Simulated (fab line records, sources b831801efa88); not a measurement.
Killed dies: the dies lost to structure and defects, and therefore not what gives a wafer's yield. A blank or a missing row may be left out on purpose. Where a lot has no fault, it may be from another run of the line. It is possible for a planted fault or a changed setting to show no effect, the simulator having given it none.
Chamber matching | flow gf180mcu | GF_CONTACT_CMP_04 on cmp-01 has 4 sister chambers
The step polishes SiO2. 27 wafers are shown with their chamber, then 12 later ones without.

== EACH WAFER AND ITS CHAMBER ==
wafer  | chamber | motor-current-A (A) | time-to-endpoint-s (s) | head-pressure-psi (psi)
L074.2 | 0       | 12.6                | 108                    | 3.990
L074.3 | 2       | 11.8                | 98                     | 3.985
L074.5 | 0       | 12.6                | 113                    | 3.999
L075.2 | 1       | 12.9                | 117                    | 3.997
L075.3 | 0       | 11.7                | 105                    | 3.997
L075.5 | 1       | 12.9                | 111                    | 3.993
L079.2 | 0       | 12.2                | 121                    | 4.009
L079.3 | 1       | 12.3                | 115                    | 4.011
L079.6 | 0       | 11.6                | 125                    | 4.000
L082.3 | 3       | 11.8                | 96                     | 3.988
L082.4 | 0       | 12.3                | 107                    | 4.019
L082.5 | 3       | 11.9                | 109                    | 4.006
L085.2 | 2       | 11.1                | 111                    | 4.001
L085.5 | 0       | 11.9                | 114                    | 4.007
L085.6 | 1       | 12.4                | 115                    | 4.013
L086.1 | 3       | 11.5                | 107                    | 3.991
L086.3 | 2       | 10.6                | 103                    | 3.995
L086.6 | 1       | 12.6                | 118                    | 4.016
L087.3 | 2       | 11.6                | 100                    | 3.991
L087.4 | 3       | 11.9                | 116                    | 4.003
L087.5 | 3       | 11.7                | 111                    | 3.997
L088.3 | 2       | 11.9                | 115                    | 4.005
L088.4 | 3       | 12.4                | 114                    | 4.012
L088.5 | 3       | 11.9                | 118                    | 4.010
L090.3 | 3       | 11.3                | 106                    | 3.996
L090.5 | 0       | 12.4                | 115                    | 3.998
L090.6 | 1       | 13.0                | 114                    | 3.988

SIGNATURES (averages over the wafers above)
reading            | chamber 0 | chamber 1 | chamber 2 | chamber 3 | scatter within a chamber
motor-current-A    | 12.162    | 12.683    | 11.400    | 11.800    | 0.385
time-to-endpoint-s | 113.50    | 115.00    | 105.40    | 109.62    | 6.31
head-pressure-psi  | 4.00237   | 4.00300   | 3.99540   | 4.00038   | 0.00942
Rule: for each reading, subtract the chamber's mean from the wafer's reading, divide by that reading's scatter and square the result; add these up over the readings and take the root, which gives the wafer's distance from the chamber. The wafer belongs to the nearest chamber; if the next one is less than 2 further off, it can't be placed. The scatter: take each reading less its chamber's mean, square it, sum over the shown wafers, divide by the number of wafers less the number of chambers, and take the root.

== WAFERS WITHOUT THEIR CHAMBER ==
wafer  | motor-current-A (A) | time-to-endpoint-s (s) | head-pressure-psi (psi)
L094.2 | 12.2                | 104                    | 3.998
L094.3 | 12.3                | 104                    | 3.985
L094.4 | 12.4                | 114                    | 4.013
L095.2 | 11.9                | 108                    | 3.995
L095.4 | 11.2                | 108                    | 3.999
L095.6 | 11.8                | 103                    | 4.005
L096.3 | 13.4                | 118                    | 4.001
L096.5 | 12.8                | 122                    | 4.002
L096.6 | 11.1                | 117                    | 3.999
L097.1 | 11.8                | 99                     | 4.002
L097.2 | 11.8                | 112                    | 4.001
L097.4 | 11.2                | 114                    | 3.993

== WHICH CHAMBER EACH WENT THROUGH ==
wafer  | from the rows above               | in truth
L094.2 | can't be placed: 3 or 0 or 2 or 1 | 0
L094.3 | can't be placed: 3 or 0 or 2 or 1 | 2
L094.4 | can't be placed: 0 or 1 or 3      | 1
L095.2 | can't be placed: 3 or 0 or 2 or 1 | 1
L095.4 | can't be placed: 2 or 3 or 0      | 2
L095.6 | can't be placed: 3 or 2 or 0 or 1 | 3
L096.3 | can't be placed: 1 or 0           | 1
L096.5 | can't be placed: 1 or 0           | 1
L096.6 | can't be placed: 2 or 3 or 0      | 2
L097.1 | can't be placed: 2 or 3 or 0 or 1 | 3
L097.2 | can't be placed: 3 or 0 or 2 or 1 | 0
L097.4 | can't be placed: 2 or 3 or 0      | 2
0 of 12 placed correctly. Can't be placed from these rows: 12 (the true chamber is among the candidates in 12). Placed wrongly: 0.
